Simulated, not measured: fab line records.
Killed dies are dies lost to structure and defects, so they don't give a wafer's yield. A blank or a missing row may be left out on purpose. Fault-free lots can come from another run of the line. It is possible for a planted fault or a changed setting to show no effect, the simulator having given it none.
The tool behind it: which one? :: flow sky130 :: 14 lots with 42 wafers sampled at 2 steps, on a route of 708 steps

WHAT EACH GAUGE READ, for each wafer
Not one reading of a measure or inspect step in the record can be checked against a usual standard deviation.

WHICH TOOL RAN EACH LOT (tool, then ch and the chambers of the sampled wafers, then the start)
lot: L649
SKY_CONTACT_CVD_24: cvd_w-01 ch 0,1, day 31 07:23
SKY_PAD_OPEN_PROBE_99: prober-01, day 45 09:49

lot: L651
SKY_CONTACT_CVD_24: cvd_w-02 ch 0,1, day 32 05:31
SKY_PAD_OPEN_PROBE_99: prober-01, day 46 04:04

lot: L653
SKY_CONTACT_CVD_24: cvd_w-02 ch 1, day 33 02:10
SKY_PAD_OPEN_PROBE_99: prober-01, day 46 19:32

lot: L654
SKY_CONTACT_CVD_24: cvd_w-02 ch 0,1, day 33 10:25
SKY_PAD_OPEN_PROBE_99: prober-02, day 47 02:37

lot: L655
SKY_CONTACT_CVD_24: cvd_w-02 ch 1, day 33 22:25
SKY_PAD_OPEN_PROBE_99: prober-01, day 47 11:35

lot: L656
SKY_CONTACT_CVD_24: cvd_w-01 ch 0,1, day 34 05:44
SKY_PAD_OPEN_PROBE_99: prober-02, day 47 17:00

lot: L658
SKY_CONTACT_CVD_24: cvd_w-02 ch 0,1, day 34 16:26
SKY_PAD_OPEN_PROBE_99: prober-02, day 47 23:48

lot: L660
SKY_CONTACT_CVD_24: cvd_w-01 ch 0,1, day 35 06:43
SKY_PAD_OPEN_PROBE_99: prober-02, day 48 10:30

lot: L663
SKY_CONTACT_CVD_24: cvd_w-02 ch 1, day 36 10:04
SKY_PAD_OPEN_PROBE_99: prober-01, day 49 07:07

lot: L664
SKY_CONTACT_CVD_24: cvd_w-01 ch 0,1, day 36 11:43
SKY_PAD_OPEN_PROBE_99: prober-02, day 49 08:34

lot: L666
SKY_CONTACT_CVD_24: cvd_w-01 ch 0,1, day 37 08:22
SKY_PAD_OPEN_PROBE_99: prober-02, day 49 20:49

lot: L668
SKY_CONTACT_CVD_24: cvd_w-02 ch 0,1, day 37 18:57
SKY_PAD_OPEN_PROBE_99: prober-02, day 50 02:46

lot: L669
SKY_CONTACT_CVD_24: cvd_w-01 ch 0,1, day 38 04:36
SKY_PAD_OPEN_PROBE_99: prober-01, day 50 14:55

lot: L670
SKY_CONTACT_CVD_24: cvd_w-02 ch 0,1, day 38 12:57
SKY_PAD_OPEN_PROBE_99: prober-02, day 50 17:04
- SKY_CONTACT_CVD_24: deposits W, target thk 340 nm, time 102.12 s.
- SKY_PAD_OPEN_PROBE_99

AS READ BY THE TOOLS THEMSELVES (means over the sampled wafers that have a number; for cases with no such wafer, the mark the record gives instead)
SKY_CONTACT_CVD_24.
lot: L649
tool: cvd_w-01
chamber_pressure_Torr (Torr): 40.01
heater_power_w (W): 902

lot: L651
tool: cvd_w-02
chamber_pressure_Torr (Torr): 40.03
heater_power_w (W): 821

lot: L653
tool: cvd_w-02
chamber_pressure_Torr (Torr): 39.94
heater_power_w (W): 870

lot: L654
tool: cvd_w-02
chamber_pressure_Torr (Torr): 39.91
heater_power_w (W): 836

lot: L655
tool: cvd_w-02
chamber_pressure_Torr (Torr): 39.90
heater_power_w (W): 874

lot: L656
tool: cvd_w-01
chamber_pressure_Torr (Torr): 39.91
heater_power_w (W): 912

lot: L658
tool: cvd_w-02
chamber_pressure_Torr (Torr): 39.99
heater_power_w (W): 815

lot: L660
tool: cvd_w-01
chamber_pressure_Torr (Torr): 40.03
heater_power_w (W): 913

lot: L663
tool: cvd_w-02
chamber_pressure_Torr (Torr): 39.96
heater_power_w (W): 881

lot: L664
tool: cvd_w-01
chamber_pressure_Torr (Torr): 40.05
heater_power_w (W): 922

lot: L666
tool: cvd_w-01
chamber_pressure_Torr (Torr): 39.90
heater_power_w (W): 906

lot: L668
tool: cvd_w-02
chamber_pressure_Torr (Torr): 38.90
heater_power_w (W): 767

lot: L669
tool: cvd_w-01
chamber_pressure_Torr (Torr): 40.05
heater_power_w (W): 895

lot: L670
tool: cvd_w-02
chamber_pressure_Torr (Torr): 38.84
heater_power_w (W): 822

SKY_PAD_OPEN_PROBE_99.
lot: L649
tool: prober-01
killed_at_M0_to_M3: 39
killed_at_M4_up: 4.0
killed_at_contacts: 27
killed_at_front_end: 15
killed_at_other: 0.0
killed_dies: 85
killed_on_rim: 17
killed_open: 46
killed_short: 39

lot: L651
tool: prober-01
killed_at_M0_to_M3: 45
killed_at_M4_up: 4.3
killed_at_contacts: 24
killed_at_front_end: 19
killed_at_other: 0.3
killed_dies: 92
killed_on_rim: 19
killed_open: 50
killed_short: 39

lot: L653
tool: prober-01
killed_at_M0_to_M3: 45
killed_at_M4_up: 2.7
killed_at_contacts: 18
killed_at_front_end: 18
killed_at_other: 0.7
killed_dies: 84
killed_on_rim: 16
killed_open: 46
killed_short: 39

lot: L654
tool: prober-02
killed_at_M0_to_M3: 41
killed_at_M4_up: 2.7
killed_at_contacts: 25
killed_at_front_end: 15
killed_at_other: 0.0
killed_dies: 84
killed_on_rim: 18
killed_open: 44
killed_short: 40

lot: L655
tool: prober-01
killed_at_M0_to_M3: 51
killed_at_M4_up: 3.7
killed_at_contacts: 22
killed_at_front_end: 15
killed_at_other: 1.0
killed_dies: 92
killed_on_rim: 16
killed_open: 45
killed_short: 47

lot: L656
tool: prober-02
killed_at_M0_to_M3: 41
killed_at_M4_up: 1.7
killed_at_contacts: 19
killed_at_front_end: 16
killed_at_other: 0.0
killed_dies: 78
killed_on_rim: 15
killed_open: 43
killed_short: 35

lot: L658
tool: prober-02
killed_at_M0_to_M3: 53
killed_at_M4_up: 4.3
killed_at_contacts: 25
killed_at_front_end: 10
killed_at_other: 0.0
killed_dies: 92
killed_on_rim: 19
killed_open: 53
killed_short: 38

lot: L660
tool: prober-02
killed_at_M0_to_M3: 45
killed_at_M4_up: 4.0
killed_at_contacts: 25
killed_at_front_end: 14
killed_at_other: 0.7
killed_dies: 89
killed_on_rim: 16
killed_open: 46
killed_short: 43

lot: L663
tool: prober-01
killed_at_M0_to_M3: 39
killed_at_M4_up: 4.0
killed_at_contacts: 18
killed_at_front_end: 17
killed_at_other: 1.0
killed_dies: 79
killed_on_rim: 14
killed_open: 37
killed_short: 41

lot: L664
tool: prober-02
killed_at_M0_to_M3: 47
killed_at_M4_up: 3.0
killed_at_contacts: 24
killed_at_front_end: 12
killed_at_other: 0.0
killed_dies: 87
killed_on_rim: 21
killed_open: 47
killed_short: 40

lot: L666
tool: prober-02
killed_at_M0_to_M3: 33
killed_at_M4_up: 3.0
killed_at_contacts: 25
killed_at_front_end: 17
killed_at_other: 1.0
killed_dies: 79
killed_on_rim: 13
killed_open: 42
killed_short: 37

lot: L668
tool: prober-02
killed_at_M0_to_M3: 46
killed_at_M4_up: 3.0
killed_at_contacts: 28
killed_at_front_end: 21
killed_at_other: 0.0
killed_dies: 98
killed_on_rim: 22
killed_open: 49
killed_short: 48

lot: L669
tool: prober-01
killed_at_M0_to_M3: 42
killed_at_M4_up: 3.0
killed_at_contacts: 21
killed_at_front_end: 18
killed_at_other: 0.3
killed_dies: 85
killed_on_rim: 18
killed_open: 44
killed_short: 40

lot: L670
tool: prober-02
killed_at_M0_to_M3: 45
killed_at_M4_up: 3.7
killed_at_contacts: 21
killed_at_front_end: 13
killed_at_other: 0.3
killed_dies: 83
killed_on_rim: 16
killed_open: 46
killed_short: 37

THE ANSWER, worked out from the rows above alone
Rule: the usual values come from the lots themselves. The widest of any qualifying gaps counts: lots, ordered by their means at a reading, are off when they make up no more than a third of the lots, leave a main group of 4 or more, and stand apart from it by 3 or more times the standard deviation of that group's means. If all means in a main group match to the digits the tables above print for the reading, that group is not used. Also off: a lot with no number at a reading for which 4 or more lots have one. Any other lot the step has rows for is counted as sound. After the gauges, taken in route order, come the tools' own readings; for these a lot's mean is taken, as printed above. The first step at which some lot is off is used, and at that step the reading that is off furthest; a lot without a number counts as furthest.
Off, at SKY_CONTACT_CVD_24 on chamber_pressure_Torr: L668, L670. The main group: mean 39.97 Torr, standard deviation 0.058.
If a tool, at that step or one of the process steps before it, ran each lot that is off and ran no sound lot following the first of them, it fits. One fits: cvd_w-02 at SKY_CONTACT_CVD_24. Its last sound lot is L663 (day 36 10:04), its first lot that is off L668 (day 37 18:57): a fault that began between those two fits.
On the lots that are off, the tool's own readings at SKY_CONTACT_CVD_24 differ by more than 5 times the standard deviation of the sound lots' means, which bears it out; chamber_pressure_Torr reads 38.87 Torr there versus 39.97 Torr on the sound lots.

WHAT WAS PUT IN BY THE SIMULATOR
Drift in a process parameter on cvd_w-02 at SKY_CONTACT_CVD_24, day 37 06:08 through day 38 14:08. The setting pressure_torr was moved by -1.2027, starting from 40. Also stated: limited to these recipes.
Shown lots that were struck: L668, L670. The rule given above showed the same thing.
